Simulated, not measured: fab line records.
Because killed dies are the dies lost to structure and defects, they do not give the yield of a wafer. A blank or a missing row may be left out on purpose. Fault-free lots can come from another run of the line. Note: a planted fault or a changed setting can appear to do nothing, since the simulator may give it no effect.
One fault seen from 2 desks || flow sky130 || every desk sees just its own numbers, and what lay behind them comes last

AT THE TOOL OWNER'S DESK: litho_track-02
The tool's own readings at SKY_CONTACT_DEVELOP_13 (develop time 60 s): means of the sampled wafers that have a number, for each lot that ran on this tool. The brackets show how far a lot's mean lies from the usual mean; more than 4 standard deviations puts the lot out of limits, marked OUT.
Columns: A = developer_temp_C at SKY_CONTACT_DEVELOP_13, usual 21.02 C
{"lot": "L618", "first seen here": "day 32 13:00", "A": 21.01}
{"lot": "L617", "first seen here": "day 32 15:00", "A": 21.06}
{"lot": "L625", "first seen here": "day 34 22:00", "A": "20.21 (-8.7) OUT"}
{"lot": "L626", "first seen here": "day 35 08:00", "A": "20.19 (-8.9) OUT"}
{"lot": "L627", "first seen here": "day 35 13:00", "A": "20.22 (-8.6) OUT"}
{"lot": "L636", "first seen here": "day 39 08:00", "A": 20.99}
This desk's verdict: out of limits on L625, L626, L627, starting with L625 at day 34 22:00 (developer_temp_C at SKY_CONTACT_DEVELOP_13). L618, L617, L636: within limits.

FROM THE METROLOGY DESK
Means of the sampled wafers that have a number, per lot and without regard to the tool the lot ran on: this is what the gauges read. The brackets show how far a lot's mean lies from the usual mean; more than 4 standard deviations puts the lot out of limits, marked OUT.
Columns: A = cd_nm at SKY_SD_P_CD_MEAS_07, usual 380.6 nm; B = CONTACT_BOW at SKY_CONTACT_BOW_MEAS_05, usual 81 um
{"lot": "L615", "first seen here": "day 25 05:49", "A": 378.4, "B": 83}
{"lot": "L618", "first seen here": "day 26 13:09", "A": 378.0, "B": 90}
{"lot": "L617", "first seen here": "day 26 13:44", "A": 385.7, "B": 83}
{"lot": "L625", "first seen here": "day 29 00:59", "A": 379.7, "B": 78}
{"lot": "L626", "first seen here": "day 29 10:05", "A": 380.1, "B": 84}
{"lot": "L627", "first seen here": "day 29 18:26", "A": 379.5, "B": 84}
{"lot": "L629", "first seen here": "day 31 12:14", "A": 381.7, "B": 79}
{"lot": "L631", "first seen here": "day 31 16:08", "A": 377.8, "B": 79}
{"lot": "L633", "first seen here": "day 31 16:44", "A": 376.8, "B": 80}
{"lot": "L630", "first seen here": "day 31 17:21", "A": 379.2, "B": 83}
{"lot": "L635", "first seen here": "day 32 10:50", "A": 379.6, "B": 73}
{"lot": "L637", "first seen here": "day 33 16:14", "A": 382.8, "B": 87}
{"lot": "L636", "first seen here": "day 33 16:53", "A": 382.3, "B": 81}
{"lot": "L638", "first seen here": "day 33 17:59", "A": 381.5, "B": 76}
This desk's verdict: no lot among the 14 shows anything out of limits.

ALL TOGETHER
An alarm could have come from the tool owner's desk at day 34 22:00, on L625, L626, L627.
Nothing out of limits was seen by the metrology desk.
The metrology desk holds a record of L625, L626, L627, inside its limits.
The lots listed all ran SKY_CONTACT_DEVELOP_13 on litho_track-02.

WHAT WAS PUT IN BY THE SIMULATOR
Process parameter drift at SKY_CONTACT_DEVELOP_13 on litho_track-02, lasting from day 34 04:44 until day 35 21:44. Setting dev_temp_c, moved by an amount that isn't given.
Struck lots among those shown: L625, L626, L627.
Delay in hours, fault start to first out-of-limits reading, by desk: the tool owner's desk at 17.
